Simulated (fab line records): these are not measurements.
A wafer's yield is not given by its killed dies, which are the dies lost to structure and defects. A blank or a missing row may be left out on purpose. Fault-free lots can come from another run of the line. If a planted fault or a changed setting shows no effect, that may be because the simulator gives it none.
A lot that was struck, set against a sound lot / flow sky130 / 15 steps out of a route of 708
Sound: these wafers, L442.1, L442.2, L442.3. The struck wafers were L457.2, L457.3, L457.4. The cause comes at the end.
Order at every step that has rows: each side's tool, ch and its chambers, its first start. Under that, the readings that differ: sound wafers / struck wafers / difference of the means / sigmas: that difference in standard deviations of wafers without a fault.
alike: readings whose means differ by less than 2 such deviations, and words and numbers that are the same on both sides. not compared: withheld readings, readings that some wafer has no value for, bounds like >300 that may hide the same value, and numbers for which the record gives no deviation and whose values overlap.
A row with sigmas, a row that says differs or no value, or rows on one side alone: a step with any of these is where the two part. Non-overlapping numbers with no deviation appear without sigmas and do not part them. Lack of a reading on every wafer of one side parts them only where that side has two or more wafers.

first, 8 steps without rows for these wafers: SKY_METAL3_DEHYDRATE_05 (time 60 s); SKY_METAL3_HMDS_06 (prime time 60 s); SKY_METAL3_COAT_07 (resist thk 60 nm); SKY_METAL3_COAT_08 (resist thk 1140 nm); SKY_METAL3_SOFTBAKE_09 (time 90 s); SKY_METAL3_EXPOSE_10 (exposes mask MM3, target cd 300 nm); SKY_METAL3_PEB_11; SKY_METAL3_DEVELOP_12 (develop time 60 s).
SKY_METAL3_CD_MEAS_13: target cd 300 nm.
  struck on cd sem-01, day 43 14:23; sound on cd sem-02, day 39 02:32
  alike: cd nm
SKY_METAL3_OVL_MEAS_14:
  struck on overlay-02, day 43 14:30; sound on overlay-02, day 39 02:39
  alike: METAL3_OVL
SKY_METAL3_DESCUM_15: chemistry O2, time 8 s.
  sound on rie metal-01 ch 0,1, day 39 02:41; struck on rie metal-01 ch 0,1, day 43 14:32
  alike: drypump motor current A, he backside leak sccm, oes product au
  not compared: rf hours counter h
SKY_METAL3_ETCH_16: etches BARC in N2/H2, stops on SiO2, time 88.2 s, target depth 60 nm.
  sound on rie metal-01 ch 0,1, day 39 02:43; struck on rie metal-01 ch 0,1, day 43 14:34
  alike: bias w, drypump motor current A, he backside leak sccm, oes product au, throttle valve pct
  not compared: rf hours counter h
SKY_METAL3_ETCH_17: etches SiO2 in C4F8/O2/Ar, stops on TiN, time 3.9 s, target depth 15 nm.
  sound on rie diel-03 ch 0,2,3, day 39 02:49; struck on rie diel-03 ch 0,1,2, day 43 14:40
reading=bias w (W); sound=1198 1195 1197; struck=1035 1034 1035; difference=-162; sigmas=-45
  alike: oes product au
SKY_METAL3_METAL_ETCH_18: etches the open film in Cl2/BCl3, stops on SiO2, target depth 845 nm, time 183.1 s.
  sound on rie metal-03 ch 0,1, day 39 02:50; struck on rie metal-03 ch 0,1, day 43 14:41
  alike: bias w, drypump motor current A, he backside leak sccm, oes product au, throttle valve pct
  not compared: rf hours counter h
-- the record jumps here: 6 days lie between the struck wafers' starts before and after (it left off in module METAL3 and takes up again in module PAD_OPEN, whose first step shown is number 708 of the route) --
SKY_PAD_OPEN_PROBE_99:
  struck on prober-02, day 49 22:54; sound on prober-02, day 46 07:28
  alike: defect limited yield, killed_at_M0_to_M3, killed_at_M4_up, killed at contacts, killed at front end, killed at other, killed dies, killed open, killed short, sort_bin_3_pad_short, sort_bin_5_function, sort_bin_6_memory, sort n pass, sort yield pct

## WHERE THEY PART
Within this record, at SKY_METAL3_ETCH_17 only. Later steps at which nothing parts them and some readings are alike: SKY_METAL3_METAL_ETCH_18, SKY_PAD_OPEN_PROBE_99.

WHY: what had been put in by the simulator
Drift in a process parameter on rie diel-03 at SKY_METAL3_ETCH_17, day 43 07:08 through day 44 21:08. From 1200, the setting bias w moved by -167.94. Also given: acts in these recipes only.
